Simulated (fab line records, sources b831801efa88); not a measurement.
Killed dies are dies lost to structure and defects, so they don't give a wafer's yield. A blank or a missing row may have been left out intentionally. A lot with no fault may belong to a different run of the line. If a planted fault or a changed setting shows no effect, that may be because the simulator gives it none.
fab line records	flow sky130
[record] lots = 6	wafers = 18	lastDay = 50
route steps=708 shown VIA4@651 METAL5@661 PAD_OPEN@708
lots with no fault: from the same line, run without faults
startH: hours from the record's opening day to when the first of the lot's shown wafers began	waitH: hours elapsed since this lot's preceding step	" repeats the value in the row above	L1.1+2: several wafers, shown together as one row	- no value present, or no start provided	* or withheld: withheld	< > ~ a bound
route shown NAME@n: names a module that has steps shown in the file, with the first one's number in the route	usual: mean/standard deviation of fault-free wafers	same: alike in all rows	chamber/n: place in a boat	sites: the reading at each site	_std_site: their standard deviation	_edge_site: mean of outer sites minus mean of inner sites	radiusMm: how far each site lies from the wafer's centre	mask NAME#n: copy n	behind: the most recent tool/chamber to have shaped the wafer	hold: cause of the lot's hold/its duration in hours/its outcome	device: the transistor (n, p or np) that didn't switch	end of line: the same wafers' tests at the end of the route	for a step that has no rows: nothing shown but its recipe	killed: count of dies lost to structure and defects at first sort (not the wafer's yield)	map: a wafer's dies, marking killed ones x, the rest . and places with no die _
set.NAME: the setting the step ran with; set.NAME@STEP: the setting that earlier step ran with	model.NAME: the simulator's own value behind a step, which no gauge read
a table for each step, a row for each wafer; lots at some steps of the route
services: a tool's chamber out of use, with start hour (startH, from the record's first day; less than 0 if before it), hours out, and reason
[[steps]]
[step SKY_VIA4_ETCH_12]
[recipe] target = SiO2	chemistry = C4F8/O2/Ar	stopOn = TiN	maskMaterial = NOVOLAK	sourceW = 1500	biasW = 1200	pressureMtorr = 40	c4f8FlowSccm = withheld	O2_flow_sccm = 6	Ar_flow_sccm = 300	timeS = withheld	targetDepthA = 5800
[usual] oesProductAu = 0.926/0.0045
lot.wafer	tool	chamber	startH	waitH	oesProductAu
L306.1	rieDiel-04	2	1041.05	0.0	0.924
L306.2	"	0	"	"	0.926
L306.3	"	3	"	"	0.926
L307.1	rieDiel-02	0	1054.12	0.0	0.924
L307.3	"	2	"	"	0.924
L307.6	"	0	"	"	0.928
L321.1	rieDiel-02	0	1122.81	0.0	0.927
L321.3	"	3	"	"	0.926
L321.4	"	2	"	"	0.932
L323.2	rieDiel-02	3	1130.06	0.0	0.924
L323.3	"	1	"	"	0.931
L323.6	"	3	"	"	0.922
L324.2	rieDiel-04	2	1130.82	0.0	0.925
L324.3	"	1	"	"	0.934
L324.4	"	0	"	"	0.932
L326.1	rieDiel-01	2	1147.46	0.0	0.928
L326.2	"	3	"	"	0.922
L326.6	"	3	"	"	0.926
[step SKY_VIA4_STRIP_13]
[recipe] chemistry = O2/N2	powerW = 1400	pressureMtorr = 1500	platenTempC = withheld	o2FlowSccm = 3000	n2FlowSccm = 300	overashFraction = 0.5
[usual] drypumpMotorCurrentA = 5.4/0.45	oesProductAu = 0.709/0.0048	stripTimeToEndpointS = 12.81/0.038
[same] overashFraction = 0.5
lot.wafer	tool	chamber	startH	waitH	drypumpMotorCurrentA	oesProductAu	rfHoursCounterH	stripTimeToEndpointS
L306.1	plasmaAsher-02	0	1041.13	-	5.5	0.709	121	12.76
L306.2	"	1	"	"	4.8	0.710	121	12.85
L306.3	"	1	"	"	4.8	0.710	-	12.76
L307.1	plasmaAsher-02	0	1054.19	-	5.5	0.708	122	12.79
L307.3	"	0	"	"	5.5	0.709	-	12.77
L307.6	"	0	"	"	5.5	0.711	-	12.76
L321.1	plasmaAsher-04	1	1122.89	-	5.8	0.703	72	12.75
L321.3	"	0	"	"	5.4	0.707	-	12.82
L321.4	"	1	"	"	5.8	0.706	-	12.80
L323.2	plasmaAsher-04	0	1130.13	-	5.4	0.707	72	12.81
L323.3	"	0	"	"	5.4	0.712	-	12.79
L323.6	"	0	"	"	5.4	0.716	-	12.82
L324.2	plasmaAsher-02	1	1130.89	-	4.8	0.702	6	12.76
L324.3	"	0	"	"	5.4	0.703	-	12.77
L324.4	"	1	"	"	4.8	0.718	-	12.74
L326.1	plasmaAsher-02	0	1147.54	-	5.5	0.718	8	12.81
L326.2	"	1	"	"	4.7	0.711	8	12.78
L326.6	"	1	"	"	4.7	0.704	-	12.82
[step SKY_VIA4_STRIP_14]
[recipe] chemistry = postEtchResidueRemover	timeS = 1200	tempC = 72.5
[step SKY_VIA4_CLEAN_15]
[recipe] chemistry = IPA	timeS = 180	tempC = 25
[step SKY_VIA4_CLEAN_16]
[recipe] chemistry = O3/DIW	dry = n2Spin
[step SKY_VIA4_SPUTTER_17]
[recipe] material = TiN	targetThkNm = 20	chamberPressurePa = 5	powerW = 4000	timeS = 80
[step SKY_VIA4_CVD_18]
[recipe] material = W	targetThkNm = 505	timeS = 152.14	tempC = 400	pressureTorr = 40
[step SKY_VIA4_RS_MEAS_19]
[recipe] thkMeasGauge = four-point-probe	reads = W_of_VIA4_CVD_18+TiN_of_VIA4_SPUTTER_17
[usual] VIA4_W_RS = 0.2260/0.0025
lot.wafer	tool	chamber	startH	waitH	VIA4_W_RS[ohm/sq]
L306.1	filmMetro-03	-	1041.94	0.1	0.2258
L306.2	"	-	"	"	0.2320
L306.3	"	-	"	"	0.2262
L307.1	filmMetro-01	-	1055.00	0.1	0.2237
L307.3	"	-	"	"	0.2260
L307.6	"	-	"	"	0.2281
L321.1	filmMetro-02	-	1123.70	0.1	0.2217
L321.3	"	-	"	"	0.2222
L321.4	"	-	"	"	0.2283
L323.2	filmMetro-02	-	1130.96	0.1	0.2235
L323.3	"	-	"	"	0.2234
L323.6	"	-	"	"	0.2265
L324.2	filmMetro-03	-	1132.23	0.1	0.2268
L324.3	"	-	"	"	0.2280
L324.4	"	-	"	"	0.2234
L326.1	filmMetro-03	-	1148.39	0.1	0.2255
L326.2	"	-	"	"	0.2286
L326.6	"	-	"	"	0.2278
[step SKY_VIA4_THK_MEAS_20]
[recipe] thkMeasGauge = xrf	reads = W_of_VIA4_CVD_18
[usual] VIA4_W_THK = 514/7.8
lot.wafer	tool	chamber	startH	waitH	VIA4_W_THK[nm]
L306.1	filmMetro-03	-	1042.06	0.1	509
L306.2	"	-	"	"	497
L306.3	"	-	"	"	507
L307.1	filmMetro-01	-	1055.12	0.1	513
L307.3	"	-	"	"	510
L307.6	"	-	"	"	504
L321.1	filmMetro-02	-	1123.82	0.1	531
L321.3	"	-	"	"	530
L321.4	"	-	"	"	514
L323.2	filmMetro-02	-	1131.07	0.1	528
L323.3	"	-	"	"	528
L323.6	"	-	"	"	520
L324.2	filmMetro-03	-	1132.34	0.1	511
L324.3	"	-	"	"	504
L324.4	"	-	"	"	518
L326.1	filmMetro-03	-	1148.51	0.1	511
L326.2	"	-	"	"	504
L326.6	"	-	"	"	505
[step SKY_VIA4_CMP_21]
[recipe] stopOn = SiO2	tOverpolishS = 25	downForcePsi = 3.5	platenRpm = 60	targetThkNm = 0	padVelocityMS = 0.94248
[step SKY_METAL5_SPUTTER_00]
[recipe] material = Ti	targetThkNm = 15	powerW = 3000	timeS = 10	chamberPressurePa = 0.4
[usual] throttleValvePct = 30.0/1.3
lot.wafer	tool	chamber	startH	waitH	throttleValvePct
L306.1	pvdSputter-04	-	1042.42	0.2	30.4
L306.2	"	-	"	"	32.2
L306.3	"	-	"	"	29.7
L307.1	pvdSputter-03	-	1055.48	0.2	29.9
L307.3	"	-	"	"	29.8
L307.6	"	-	"	"	29.9
L321.1	pvdSputter-03	-	1124.18	0.1	30.2
L321.3	"	-	"	"	27.6
L321.4	"	-	"	"	29.9
L323.2	pvdSputter-03	-	1131.42	0.2	27.7
L323.3	"	-	"	"	29.9
L323.6	"	-	"	"	30.2
L324.2	pvdSputter-01	-	1132.74	0.2	30.0
L324.3	"	-	"	"	28.4
L324.4	"	-	"	"	31.6
L326.1	pvdSputter-04	-	1148.87	0.2	29.7
L326.2	"	-	"	"	30.2
L326.6	"	-	"	"	32.7
[step SKY_METAL5_SPUTTER_01]
[recipe] material = TiN	targetThkNm = 20	powerW = 6500	timeS = 16.7	chamberPressurePa = 0.4
[usual] throttleValvePct = 30.0/1.3
lot.wafer	tool	chamber	startH	waitH	throttleValvePct
L306.1	pvdSputter-04	-	1042.44	0.0	30.7
L306.2	"	-	"	"	32.5
L306.3	"	-	"	"	29.7
L307.1	pvdSputter-03	-	1055.50	0.0	29.7
L307.3	"	-	"	"	29.9
L307.6	"	-	"	"	30.2
L321.1	pvdSputter-03	-	1124.20	0.0	30.2
L321.3	"	-	"	"	27.8
L321.4	"	-	"	"	29.9
L323.2	pvdSputter-03	-	1131.44	0.0	27.7
L323.3	"	-	"	"	29.7
L323.6	"	-	"	"	29.9
L324.2	pvdSputter-01	-	1132.76	0.0	29.8
L324.3	"	-	"	"	28.5
L324.4	"	-	"	"	31.9
L326.1	pvdSputter-04	-	1148.89	0.0	29.6
L326.2	"	-	"	"	30.3
L326.6	"	-	"	"	32.5
[step SKY_METAL5_SPUTTER_02]
[recipe] material = AlCu	targetThkNm = 1150	powerW = 10600	timeS = 61.2	chamberPressurePa = 0.4
[usual] throttleValvePct = 30.0/1.3
lot.wafer	tool	chamber	startH	waitH	throttleValvePct	model.AlCu_of_METAL5_SPUTTER_02.thkNm
L306.1	pvdSputter-04	-	1042.46	0.0	30.5	1155
L306.2	"	-	"	"	32.4	1141
L306.3	"	-	"	"	29.8	1157
L307.1	pvdSputter-03	-	1055.52	0.0	29.9	1143
L307.3	"	-	"	"	29.9	1146
L307.6	"	-	"	"	30.2	1136
L321.1	pvdSputter-03	-	1124.23	0.0	30.0	1612
L321.3	"	-	"	"	27.6	1605
L321.4	"	-	"	"	29.8	1612
L323.2	pvdSputter-03	-	1131.47	0.0	27.7	1606
L323.3	"	-	"	"	30.0	1594
L323.6	"	-	"	"	30.0	1610
L324.2	pvdSputter-01	-	1132.79	0.0	29.8	1159
L324.3	"	-	"	"	28.3	1159
L324.4	"	-	"	"	31.5	1171
L326.1	pvdSputter-04	-	1148.92	0.0	29.7	1165
L326.2	"	-	"	"	30.6	1152
L326.6	"	-	"	"	32.8	1150
[step SKY_METAL5_SPUTTER_03]
[recipe] material = Ti	targetThkNm = 5	powerW = 3000	timeS = 3.3	chamberPressurePa = 0.4
[usual] throttleValvePct = 30.0/1.3
lot.wafer	tool	chamber	startH	waitH	throttleValvePct
L306.1	pvdSputter-04	-	1042.52	0.0	30.4
L306.2	"	-	"	"	32.6
L306.3	"	-	"	"	29.6
L307.1	pvdSputter-03	-	1055.57	0.0	29.5
L307.3	"	-	"	"	29.9
L307.6	"	-	"	"	30.3
L321.1	pvdSputter-03	-	1124.28	0.0	29.9
L321.3	"	-	"	"	27.6
L321.4	"	-	"	"	30.2
L323.2	pvdSputter-03	-	1131.52	0.0	27.8
L323.3	"	-	"	"	29.6
L323.6	"	-	"	"	30.1
L324.2	pvdSputter-01	-	1132.84	0.0	30.0
L324.3	"	-	"	"	28.5
L324.4	"	-	"	"	31.4
L326.1	pvdSputter-04	-	1148.97	0.0	29.4
L326.2	"	-	"	"	30.7
L326.6	"	-	"	"	32.7
[step SKY_METAL5_SPUTTER_04]
[recipe] material = TiN	targetThkNm = 70	powerW = 6500	timeS = 58.3	chamberPressurePa = 0.4
[step SKY_METAL5_RS_MEAS_05]
[recipe] thkMeasGauge = four-point-probe	reads = TiN_of_METAL5_SPUTTER_04+Ti_of_METAL5_SPUTTER_03+AlCu_of_METAL5_SPUTTER_02+TiN_of_METAL5_SPUTTER_01+Ti_of_METAL5_SPUTTER_00
[usual] METAL5_ALCU_RS = 0.02701/0.00029
lot.wafer	tool	chamber	startH	waitH	METAL5_ALCU_RS[ohm/sq]
L306.1	filmMetro-03	-	1042.58	0.0	0.02698
L306.2	"	-	"	"	0.02726
L306.3	"	-	"	"	0.02692
L307.1	filmMetro-04	-	1055.64	0.0	0.02719
L307.3	"	-	"	"	0.02715
L307.6	"	-	"	"	0.02736
L321.1	filmMetro-04	-	1124.34	0.0	0.01927
L321.3	"	-	"	"	0.01932
L321.4	"	-	"	"	0.0193
L323.2	filmMetro-01	-	1131.60	0.0	0.0193
L323.3	"	-	"	"	0.01942
L323.6	"	-	"	"	0.01923
L324.2	filmMetro-03	-	1132.93	0.0	0.02688
L324.3	"	-	"	"	0.02684
L324.4	"	-	"	"	0.02658
L326.1	filmMetro-04	-	1149.03	0.0	0.02666
L326.2	"	-	"	"	0.02697
L326.6	"	-	"	"	0.02699
[step SKY_METAL5_THK_MEAS_06]
[recipe] thkMeasGauge = xrf	reads = AlCu_of_METAL5_SPUTTER_02
[usual] METAL5_ALCU_THK = 1174/13
lot.wafer	tool	chamber	startH	waitH	METAL5_ALCU_THK[nm]
L306.1	filmMetro-03	-	1042.70	0.1	1186
L306.2	"	-	"	"	1172
L306.3	"	-	"	"	1187
L307.1	filmMetro-04	-	1055.76	0.1	1166
L307.3	"	-	"	"	1174
L307.6	"	-	"	"	1157
L321.1	filmMetro-04	-	1124.46	0.1	1642
L321.3	"	-	"	"	1625
L321.4	"	-	"	"	1633
L323.2	filmMetro-01	-	1131.71	0.1	1644
L323.3	"	-	"	"	1639
L323.6	"	-	"	"	1657
L324.2	filmMetro-03	-	1133.04	0.1	1169
L324.3	"	-	"	"	1171
L324.4	"	-	"	"	1188
L326.1	filmMetro-04	-	1149.15	0.1	1177
L326.2	"	-	"	"	1170
L326.6	"	-	"	"	1164
[step SKY_METAL5_DEHYDRATE_07]
[recipe] tempC = 200	timeS = 60
[step SKY_METAL5_HMDS_08]
[recipe] primeTimeS = 60	primeTempC = 120
[step SKY_METAL5_COAT_09]
[recipe] resist = NOVOLAK	spinRpm = 3000	resistThkNm = 1800
[step SKY_METAL5_SOFTBAKE_10]
[recipe] tempC = 90	timeS = 60	resist = NOVOLAK
[step SKY_METAL5_EXPOSE_11]
[recipe] maskId = MM5	na = 0.6	sourceShape = conventional	sigmaOuter = 0.6	polarization = unpolarized	targetCdNm = 1600	doseMj = 190
[step SKY_METAL5_PEB_12]
[recipe] tempC = withheld	timeS = *	resist = NOVOLAK
[step SKY_METAL5_DEVELOP_13]
[recipe] resist = NOVOLAK	developer = TMAH	developTimeS = 60	devTempC = 23
[step SKY_METAL5_DESCUM_14]
[recipe] chemistry = O2	sourcePowerW = 150	biasPowerW = 0	pressureMtorr = 10	tempC = 40	timeS = 11
[step SKY_METAL5_METAL_ETCH_15]
[recipe] targetDepthA = 12600	stopOn = SiO2	overEtchFrac = 0.2	timeS = 252	chemistry = Cl2/BCl3	resistSidewallDeg = 86	pressureMtorr = 10	icpW = 900	biasW = 48.5	Cl2_flow_sccm = 60	bcl3FlowSccm = 30
[usual] drypumpMotorCurrentA = 5.9/0.31	oesProductAu = 0.894/0.0055	throttleValvePct = 22.264/0.0087
[same] overEtchFrac = 0.2
lot.wafer	tool	chamber	startH	waitH	drypumpMotorCurrentA	oesProductAu	rfHoursCounterH	throttleValvePct
L306.1	rieMetal-02	0	1064.87	0.0	5.5	0.893	19	22.276
L306.2	"	1	"	"	6.1	0.895	19	22.278
L306.3	"	0	"	"	5.6	0.897	-	22.267
L307.1	rieMetal-04	0	1076.27	0.0	6.2	0.893	18	22.263
L307.3	"	0	"	"	6.2	0.893	-	22.257
L307.6	"	1	"	"	5.7	0.899	-	22.260
L321.1	rieMetal-04	1	1143.05	0.0	5.7	0.991	18	22.270
L321.3	"	0	"	"	6.2	0.993	-	22.259
L321.4	"	1	"	"	5.7	0.992	-	22.271
L323.2	rieMetal-01	0	1150.35	0.0	5.6	1.007	17	22.253
L323.3	"	0	"	"	5.6	0.996	-	22.256
L323.6	"	1	"	"	6.4	1.001	-	22.271
L324.2	rieMetal-01	1	1151.67	0.0	6.4	0.891	6	22.278
L324.3	"	0	"	"	5.6	0.890	-	22.268
L324.4	"	1	"	"	6.3	0.899	-	22.268
L326.1	rieMetal-04	0	1164.32	0.0	6.2	0.890	25	22.269
L326.2	"	1	"	"	5.6	0.896	20	22.283
L326.6	"	1	"	"	5.7	0.899	-	22.271
[step SKY_METAL5_STRIP_16]
[recipe] chemistry = O2/N2	powerW = 1400	pressureMtorr = 1500	platenTempC = withheld	o2FlowSccm = 3000	n2FlowSccm = 300	overashFraction = 0.5
[step SKY_PAD_OPEN_PROBE_99]
[usual] killed_at_M0_to_M3 = 42/7.2	killed_at_M4_up = 3.2/1.8	killedAtContacts = 24/5.4	killedAtFrontEnd = 15/4	killedAtOther = 0.3/0.59	killedDies = 84/9	killedOnRim = 17/3.3	killedOpen = 46/7.1	killedShort = 38/6
[same] grossDies = 492	killedAtBackSide = 0
lot.wafer	tool	chamber	startH	waitH	killed_at_M0_to_M3	killed_at_M4_up	killedAtContacts	killedAtFrontEnd	killedAtOther	killedDies	killedOnRim	killedOpen	killedShort
L306.1	prober-02	-	1108.44	0.1	36	2	21	19	0	78	10	35	43
L306.2	prober-02	-	1108.49	0.1	48	6	24	8	0	86	16	42	44
L306.3	prober-02	-	1108.54	0.2	47	2	14	13	0	76	19	38	38
L307.1	prober-01	-	1126.78	0.1	44	2	24	18	1	89	20	46	42
L307.3	prober-01	-	1126.88	0.2	40	2	31	20	1	94	18	49	45
L307.6	prober-01	-	1127.03	0.2	52	2	18	10	0	82	16	43	39
L321.1	prober-01	-	1180.40	0.1	44	406	26	16	0	492	96	47	41
L321.3	prober-01	-	1180.50	0.2	34	420	22	16	0	492	96	42	31
L321.4	prober-01	-	1180.55	0.2	37	415	21	19	0	492	96	41	38
L323.2	prober-01	-	1185.77	0.1	50	409	18	15	0	492	96	46	38
L323.3	prober-01	-	1185.82	0.2	42	404	25	19	2	492	96	54	35
L323.6	prober-01	-	1185.97	0.2	43	410	20	19	0	492	96	46	40
L324.2	prober-02	-	1188.89	0.1	44	4	18	19	0	85	17	47	38
L324.3	prober-02	-	1188.94	0.2	45	5	19	18	0	87	14	51	36
L324.4	prober-02	-	1188.99	0.2	34	4	22	14	2	76	20	40	36
L326.1	prober-02	-	1199.96	0.1	45	4	22	20	0	91	17	54	37
L326.2	prober-02	-	1200.01	0.1	50	2	29	7	0	88	13	59	28
L326.6	prober-02	-	1200.21	0.2	51	6	28	9	0	94	13	55	39
// killed by level:class
L306.1 CONTACT:geometricParticle:open=8 VIA3:geometricParticle:open=8 CONTACT:geometricParticle:short=7 FIELD_ISO:geometricParticle:open=6 METAL2:geometricParticle:short=6 METAL3:geometricParticle:short=5 VIA1:geometricParticle:open=5 FIELD_ISO:geometricParticle:short=4
L306.2 CONTACT:geometricParticle:open=8 METAL1:geometricParticle:short=8 VIA1:geometricParticle:open=8 METAL2:geometricParticle:short=8 VIA3:geometricParticle:open=6 CONTACT:geometricParticle:short=6 LI_CONTACT:geometricParticle:open=6 VIA2:geometricParticle:open=6
L306.3 VIA1:geometricParticle:open=14 METAL1:geometricParticle:short=6 METAL2:geometricParticle:short=6 LOCAL_INTERCONNECT:geometricParticle:short=5 FIELD_ISO:geometricParticle:open=4 VIA3:geometricParticle:open=4 CONTACT:geometricParticle:open=4 VIA1:geometricParticle:short=4
L307.1 CONTACT:geometricParticle:open=10 FIELD_ISO:geometricParticle:open=6 VIA1:geometricParticle:open=6 VIA3:geometricParticle:open=6 FIELD_ISO:geometricParticle:short=5 METAL1:geometricParticle:short=5 VIA1:geometricParticle:short=5 METAL3:geometricParticle:short=5
L307.3 CONTACT:geometricParticle:open=12 VIA3:geometricParticle:open=9 FIELD_ISO:geometricParticle:short=7 VIA1:geometricParticle:open=7 CONTACT:geometricParticle:short=6 VIA1:geometricParticle:short=6 LI_CONTACT:geometricParticle:short=5 LI_CONTACT:geometricParticle:open=5
L307.6 VIA1:geometricParticle:short=13 VIA1:geometricParticle:open=12 VIA3:geometricParticle:open=7 CONTACT:geometricParticle:open=6 FIELD_ISO:geometricParticle:open=5 LI_CONTACT:geometricParticle:open=5 CONTACT:geometricParticle:short=4 METAL1:geometricParticle:short=4
L321.1 METAL5:areaEtch=404 VIA1:geometricParticle:open=10 FIELD_ISO:geometricParticle:short=8 LI_CONTACT:geometricParticle:open=8 CONTACT:geometricParticle:open=8 METAL1:geometricParticle:short=6 VIA2:geometricParticle:open=6 LOCAL_INTERCONNECT:geometricParticle:short=5
L321.3 METAL5:areaEtch=419 VIA1:geometricParticle:open=9 CONTACT:geometricParticle:open=8 LI_CONTACT:geometricParticle:open=6 POLY_GATE:geometricParticle:short=5 VIA3:geometricParticle:open=5 POLY_GATE:geometricParticle:open=4 LOCAL_INTERCONNECT:geometricParticle:short=4
L321.4 METAL5:areaEtch=413 METAL1:geometricParticle:short=10 VIA1:geometricParticle:open=7 VIA2:geometricParticle:open=6 FIELD_ISO:geometricParticle:short=5 LI_CONTACT:geometricParticle:open=5 LOCAL_INTERCONNECT:geometricParticle:short=5 CONTACT:geometricParticle:open=5
L323.2 METAL5:areaEtch=408 VIA1:geometricParticle:open=17 VIA1:geometricParticle:short=9 VIA2:geometricParticle:open=8 LI_CONTACT:geometricParticle:open=7 FIELD_ISO:geometricParticle:short=4 POLY_GATE:geometricParticle:short=4 CONTACT:geometricParticle:open=4
L323.3 METAL5:areaEtch=403 CONTACT:geometricParticle:open=13 VIA1:geometricParticle:open=11 POLY_GATE:geometricParticle:open=7 LI_CONTACT:geometricParticle:open=6 VIA3:geometricParticle:open=6 METAL2:geometricParticle:short=5 METAL1:geometricParticle:short=4
L323.6 METAL5:areaEtch=406 VIA1:geometricParticle:open=9 VIA3:geometricParticle:open=7 CONTACT:geometricParticle:open=6 FIELD_ISO:geometricParticle:open=5 POLY_GATE:geometricParticle:short=5 LOCAL_INTERCONNECT:geometricParticle:short=5 VIA1:geometricParticle:short=5
L324.2 VIA1:geometricParticle:open=12 LOCAL_INTERCONNECT:geometricParticle:short=8 FIELD_ISO:geometricParticle:open=7 METAL2:geometricParticle:short=7 VIA3:geometricParticle:open=7 FIELD_ISO:geometricParticle:short=5 METAL1:geometricParticle:short=5 POLY_GATE:geometricParticle:open=4
L324.3 VIA3:geometricParticle:open=9 VIA1:geometricParticle:open=9 CONTACT:geometricParticle:open=8 VIA2:geometricParticle:open=6 FIELD_ISO:geometricParticle:short=4 FIELD_ISO:geometricParticle:open=4 METAL1:geometricParticle:short=4 LI_CONTACT:geometricParticle:open=4
L324.4 LI_CONTACT:geometricParticle:open=12 CONTACT:geometricParticle:open=7 METAL2:geometricParticle:short=6 METAL1:geometricParticle:short=5 VIA1:geometricParticle:open=5 METAL3:geometricParticle:short=5 VIA3:geometricParticle:open=4 POLY_GATE:geometricParticle:short=3
L326.1 VIA1:geometricParticle:open=12 FIELD_ISO:geometricParticle:short=9 LI_CONTACT:geometricParticle:open=9 CONTACT:geometricParticle:open=9 VIA3:geometricParticle:open=8 METAL1:geometricParticle:short=5 VIA2:geometricParticle:open=5 FIELD_ISO:geometricParticle:open=4
L326.2 CONTACT:geometricParticle:open=17 VIA1:geometricParticle:open=14 VIA3:geometricParticle:open=11 VIA2:geometricParticle:open=6 METAL1:geometricParticle:short=5 CONTACT:geometricParticle:short=5 METAL2:geometricParticle:short=4 LI_CONTACT:geometricParticle:open=3
L326.6 VIA3:geometricParticle:open=15 LI_CONTACT:geometricParticle:open=10 CONTACT:geometricParticle:open=8 VIA1:geometricParticle:open=7 METAL4:geometricParticle:short=5 CONTACT:geometricParticle:short=5 METAL1:geometricParticle:short=5 VIA2:geometricParticle:open=5
// map L321.1 (x killed, . not)
__________xxxxxxxxxx_________
________xxxxxxxxxxxxxx_______
______xxxxxxxxxxxxxxxxxx_____
_____xxxxxxxxxxxxxxxxxxxx____
____xxxxxxxxxxxxxxxxxxxxxx___
___xxxxxxxxxxxxxxxxxxxxxxxx__
__xxxxxxxxxxxxxxxxxxxxxxxxxx_
_xxxxxxxxxxxxxxxxxxxxxxxxxxxx
_xxxxxxxxxxxxxxxxxxxxxxxxxxxx
_xxxxxxxxxxxxxxxxxxxxxxxxxxxx
_xxxxxxxxxxxxxxxxxxxxxxxxxxxx
_xxxxxxxxxxxxxxxxxxxxxxxxxxxx
_xxxxxxxxxxxxxxxxxxxxxxxxxxxx
_xxxxxxxxxxxxxxxxxxxxxxxxxxxx
_xxxxxxxxxxxxxxxxxxxxxxxxxxxx
__xxxxxxxxxxxxxxxxxxxxxxxxxx_
___xxxxxxxxxxxxxxxxxxxxxxxx__
____xxxxxxxxxxxxxxxxxxxxxx___
_____xxxxxxxxxxxxxxxxxxxx____
______xxxxxxxxxxxxxxxxxx_____
________xxxxxxxxxxxxxx_______
__________xxxxxxxxxx_________
// map L323.2 (x killed, . not)
__________xxxxxxxxxx_________
________xxxxxxxxxxxxxx_______
______xxxxxxxxxxxxxxxxxx_____
_____xxxxxxxxxxxxxxxxxxxx____
____xxxxxxxxxxxxxxxxxxxxxx___
___xxxxxxxxxxxxxxxxxxxxxxxx__
__xxxxxxxxxxxxxxxxxxxxxxxxxx_
_xxxxxxxxxxxxxxxxxxxxxxxxxxxx
_xxxxxxxxxxxxxxxxxxxxxxxxxxxx
_xxxxxxxxxxxxxxxxxxxxxxxxxxxx
_xxxxxxxxxxxxxxxxxxxxxxxxxxxx
_xxxxxxxxxxxxxxxxxxxxxxxxxxxx
_xxxxxxxxxxxxxxxxxxxxxxxxxxxx
_xxxxxxxxxxxxxxxxxxxxxxxxxxxx
_xxxxxxxxxxxxxxxxxxxxxxxxxxxx
__xxxxxxxxxxxxxxxxxxxxxxxxxx_
___xxxxxxxxxxxxxxxxxxxxxxxx__
____xxxxxxxxxxxxxxxxxxxxxx___
_____xxxxxxxxxxxxxxxxxxxx____
______xxxxxxxxxxxxxxxxxx_____
________xxxxxxxxxxxxxx_______
__________xxxxxxxxxx_________
[[services]]
tool	chamber	startH	hours	kind
rieMetal-01	0	1026.30	2.9	repair
pvdSputter-01	-	1026.42	1.4	repair
rieMetal-01	-	1027.39	1.9	repair
rieDiel-02	-	1036.24	0.4	repair
rieDiel-04	-	1050.56	28.1	pm
plasmaAsher-02	-	1055.25	9.0	pm
plasmaAsher-02	0	1055.25	9.0	ventCycle
plasmaAsher-02	1	1055.25	9.0	ventCycle
pvdSputter-01	-	1061.81	15.0	repair
rieMetal-01	1	1063.76	-	clean
rieMetal-01	1	1063.76	19.3	scheduledDown
rieMetal-01	1	1063.76	19.3	ventCycle
plasmaAsher-02	0	1064.25	-	clean
plasmaAsher-02	1	1064.25	-	clean
rieDiel-02	-	1067.59	14.6	pm
rieDiel-04	1	1084.48	26.8	repair
rieDiel-04	-	1101.76	2.8	pm
rieDiel-02	-	1105.66	2.8	pm
pvdSputter-04	-	1122.24	18.3	repair
rieDiel-02	2	1128.67	8.8	repair
rieDiel-02	-	1132.79	0.9	repair
rieMetal-02	-	1137.64	2.8	pm
rieDiel-04	1	1143.83	1.9	repair
plasmaAsher-04	-	1148.64	4.3	pm
[[key]]
[firstSign] step = SKY_METAL5_RS_MEAS_05	reading = METAL5_ALCU_RS	direction = down	sigmas = 26	usual = 0.02701	struck = 0.01931
[effect] step = SKY_METAL5_THK_MEAS_06	reading = METAL5_ALCU_THK	direction = up	sigmas = 36	usual = 1174	struck = 1640
[effect] step = SKY_METAL5_METAL_ETCH_15	reading = oesProductAu	direction = up	sigmas = 19	usual = 0.894	struck = 0.997
[effect] step = SKY_PAD_OPEN_PROBE_99	reading = killed_at_M4_up	direction = up	sigmas = 99+	usual = 3.2	struck = 410.7
[modelEffect] step = SKY_METAL5_SPUTTER_02	value = AlCu_of_METAL5_SPUTTER_02.thkNm	without = 1142	struck = 1606
[moreKillsBornAt] SKY_METAL5_METAL_ETCH_15@rieMetal-04 = 1236	SKY_METAL5_METAL_ETCH_15@rieMetal-01 = 1217
metAt SKY_METAL5_SPUTTER_02
struckWafers L321.1,L321.3,L321.4,L323.2,L323.3,L323.6
laterRowsLeftOut L321.1,L321.3,L321.4,L323.2,L323.3,L323.6
testerLeftOut L321,L323
onsetBetween 1055.52 1124.23
alsoFits SKY_VIA4_ETCH_12:rieDiel-02,SKY_VIA4_STRIP_13:plasmaAsher-04,SKY_METAL5_SPUTTER_00:pvdSputter-03,SKY_METAL5_SPUTTER_01:pvdSputter-03
[earlierFault] kind = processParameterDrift	tool = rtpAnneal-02	chamber = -	onsetH = 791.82	steps = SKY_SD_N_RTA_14	channel = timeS	offset = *	shape = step	endH = 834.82	actsIn = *	stated = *
[fault] kind = processParameterDrift	tool = pvdSputter-03	chamber = -	onsetH = 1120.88	steps = SKY_METAL5_SPUTTER_02	channel = targetThkNm	offset = 464.49	shape = step	actsIn = theseRecipesOnly	stated = 1150
// testerLeftOut: of these lots the tester's yield and bins aren't shown, on N5 and GAA mostly nor the transistor test; their killed dies are dies lost to structure and defects alone, not to doping, threshold or leakage, so they don't give the yield
// laterRowsLeftOut: the simulator's readings of these wafers behind a module that went badly wrong aren't trusted and aren't shown, but for the sort
